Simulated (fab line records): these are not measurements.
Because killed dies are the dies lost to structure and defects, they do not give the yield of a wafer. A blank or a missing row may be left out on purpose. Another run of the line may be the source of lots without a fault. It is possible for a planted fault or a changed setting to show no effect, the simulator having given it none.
A lot that was struck, set against a sound lot + flow sky130 + 43 out of 708 route steps
Sound: these wafers, L607.2, L607.3, L607.4. Struck: wafer L617.5. (L617.1, L617.6 of the same lot were not struck and are left out.) The cause comes at the end.
At each step with rows: each side's tool, then ch and its chambers, then its first start. Under that, the readings that differ: sound wafers + struck wafers + difference of the means + sigmas: that difference in standard deviations of wafers without a fault.
alike: a reading whose means differ by less than 2 such deviations, as well as words and numbers matching on both sides. not compared: withheld readings; readings where some wafer has no value; bounds like >300 that might hide an equal value; numbers whose values overlap and for which the record gives no deviation.
A row with sigmas, a row that says differs or no value, or rows on one side alone: a step with any of these is where the two part. Numbers that don't overlap but have no deviation are shown without sigmas and don't part them. A reading that every wafer of one side lacks parts them only if that side has two wafers or more.

first, 8 steps without rows for these wafers: SKY_METAL4_DEHYDRATE_05 (time 60 s); SKY_METAL4_HMDS_06 (prime time 60 s); SKY_METAL4_COAT_07 (resist thk 60 nm); SKY_METAL4_COAT_08 (resist thk 1140 nm); SKY_METAL4_SOFTBAKE_09 (time 90 s); SKY_METAL4_EXPOSE_10 (exposes mask MM4, target cd 300 nm); SKY_METAL4_PEB_11; SKY_METAL4_DEVELOP_12 (develop time 60 s).
SKY_METAL4_CD_MEAS_13: the cd target is 300 nm.
  sound on cd sem-01, day 42 04:32; struck on cd sem-02, day 45 01:01
  alike: cd nm
SKY_METAL4_OVL_MEAS_14:
  sound on overlay-02, day 42 04:38; struck on overlay-02, day 45 01:08
  alike: METAL4_OVL
SKY_METAL4_DESCUM_15: chemistry O2, time 8 s.
  sound on rie metal-01 ch 0,1, day 42 04:40; struck on rie metal-04 ch 0, day 45 01:10
| reading            | sound             | struck | difference | sigmas |
|--------------------|-------------------|--------|------------|--------|
| rf fwd power W (W) | 148.3 148.4 147.2 | 146.1  | -1.9       | -2     |
  alike: drypump motor current A, he backside leak sccm, oes product au
  not compared: rf hours counter h
then, 1 step without rows for these wafers: SKY_METAL4_ETCH_16 (etches BARC in N2/H2, stops on SiO2, time 88.2 s, target depth 60 nm).
SKY_METAL4_ETCH_17: etches SiO2 in C4F8/O2/Ar, stops on TiN, time 3.9 s, target depth 15 nm.
  sound on rie diel-02 ch 0,1,3, day 42 04:48; struck on rie diel-04 ch 0, day 45 01:26
  alike: bias w, oes product au, rf fwd power W
  not compared: rf hours counter h
SKY_METAL4_METAL_ETCH_18: etches the open film in Cl2/BCl3, stops on SiO2, target depth 845 nm, time 183.1 s.
  sound on rie metal-02 ch 0,1, day 42 04:49; struck on rie metal-02 ch 1, day 45 01:27
| reading    | sound             | struck | difference | sigmas |
|------------|-------------------|--------|------------|--------|
| bias w (W) | 48.52 48.36 48.52 | 48.75  | +0.28      | +2     |
  alike: drypump motor current A, he backside leak sccm, oes product au, rf fwd power W, throttle valve pct
  not compared: rf hours counter h
SKY_METAL4_STRIP_19: strips in O2/N2.
  sound on plasma asher-02 ch 0,1, day 42 05:00; struck on plasma asher-02 ch 1, day 45 01:38
  alike: drypump motor current A, oes product au, strip time to endpoint s
  not compared: rf hours counter h
then, 4 steps without rows for these wafers: SKY_METAL4_STRIP_20 (strips in post etch residue remover, time 1200 s); SKY_METAL4_CLEAN_21 (cleans in IPA, time 180 s); SKY_METAL4_CLEAN_22 (cleans in O3/DIW); SKY_VIA4_HDPCVD_00 (deposits SiO2, target thk 1750 nm, time 291.7 s).
SKY_VIA4_THK_MEAS_01:
  sound on film metro-02, day 42 06:13; struck on film metro-01, day 45 02:25
  alike: VIA4_HDPCVD_THK
then, 1 step without rows for these wafers: SKY_VIA4_CMP_02 (polishes SiO2).
SKY_VIA4_BOW_MEAS_03:
  sound on film metro-04, day 42 06:35; struck on film metro-02, day 45 02:46
  alike: VIA4_BOW
then, 7 steps without rows for these wafers: SKY_VIA4_DEHYDRATE_04 (time 60 s); SKY_VIA4_HMDS_05 (prime time 60 s); SKY_VIA4_COAT_06 (resist thk 1140 nm); SKY_VIA4_SOFTBAKE_07 (time 60 s); SKY_VIA4_EXPOSE_08 (exposes mask VIM4, target cd 800 nm); SKY_VIA4_PEB_09; SKY_VIA4_DEVELOP_10 (develop time 60 s).
SKY_VIA4_OVL_MEAS_11:
  sound on overlay-01, day 43 05:17; struck on overlay-01, day 45 23:39
  alike: VIA4_OVL
SKY_VIA4_ETCH_12: etches SiO2 in C4F8/O2/Ar, stops on TiN, target depth 580 nm.
  sound on rie diel-01 ch 0,1,3, day 43 05:19; struck on rie diel-03 ch 0, day 45 23:41
  alike: bias w, oes product au, rf fwd power W
then, 6 steps without rows for these wafers: SKY_VIA4_STRIP_13 (strips in O2/N2); SKY_VIA4_STRIP_14 (strips in post etch residue remover, time 1200 s); SKY_VIA4_CLEAN_15 (cleans in IPA, time 180 s); SKY_VIA4_CLEAN_16 (cleans in O3/DIW); SKY_VIA4_SPUTTER_17 (material TiN, target thk 20 nm, time 80 s); SKY_VIA4_CVD_18 (deposits W, target thk 505 nm, time 152.14 s).
SKY_VIA4_RS_MEAS_19: uses a four-point probe to measure.
  sound on film metro-02, day 43 06:13; struck on film metro-02, day 46 00:34
  alike: VIA4_W_RS
SKY_VIA4_THK_MEAS_20: measures by xrf.
  sound on film metro-02, day 43 06:20; struck on film metro-02, day 46 00:41
  alike: VIA4_W_THK
then, 2 steps without rows for these wafers: SKY_VIA4_CMP_21 (polishes, stops on SiO2, t overpolish 25 s, target thk 0 nm); SKY_METAL5_SPUTTER_00 (material Ti, target thk 15 nm, time 10 s).
SKY_METAL5_SPUTTER_01: material TiN, target thk 20 nm, time 16.7 s.
  sound on pvd sputter-02, day 43 06:43; struck on pvd sputter-01, day 46 01:04
  alike: throttle valve pct
-- the record jumps here: 3 days lie between the struck wafers' starts before and after (it left off in module METAL5 and takes up again in module PAD_OPEN, whose first step shown is number 708 of the route) --
SKY_PAD_OPEN_PROBE_99:
  sound on prober-01, day 46 03:52; struck on prober-02, day 48 15:11
| reading                               | sound              | struck | difference | sigmas |
|---------------------------------------|--------------------|--------|------------|--------|
| defect limited yield (%)              | 81.7 82.5 79.3     | 74.8   | -6.4       | -3     |
| killed_at_M4_up                       | 4 0 6              | 48     | +45        | +25    |
| killed at other                       | 0 0 1              | 2      | +2         | +3     |
| killed dies                           | 90 86 102          | 124    | +31        | +3     |
| sort_bin_3_pad_short (%)              | 0.6 1.0 1.4        | 2.6    | +1.6       | +4     |
| sort_bin_5_function (%)               | 12.2 9.1 12.4      | 16.1   | +4.9       | +3     |
| sort n pass                           | 402 406 390        | 368    | -31        | -3     |
| sort yield pct (%)                    | 81.7 82.5 79.3     | 74.8   | -6.4       | -3     |
| model.etest.tester.sort n pass        | 402 406 390        | 368    | -31        |        |
| model.etest.tester.sort yield pct (%) | 81.71 82.52 79.27  | 74.8   | -6.4       |        |
| model.etest.tester.sort_bin_5_pct (%) | 12.2 9.146 12.4    | 16.06  | +4.81      |        |
| model.etest.tester.sort_bin_3_pct (%) | 0.6098 1.016 1.423 | 2.642  | +1.626     |        |
  alike: killed_at_M0_to_M3, killed at contacts, killed at front end, killed open, killed short, sort_bin_6_memory

WHERE THEY PART
First at SKY_METAL4_DESCUM_15; last, within this record, at SKY_PAD_OPEN_PROBE_99.

WHY: whatever the simulator had introduced
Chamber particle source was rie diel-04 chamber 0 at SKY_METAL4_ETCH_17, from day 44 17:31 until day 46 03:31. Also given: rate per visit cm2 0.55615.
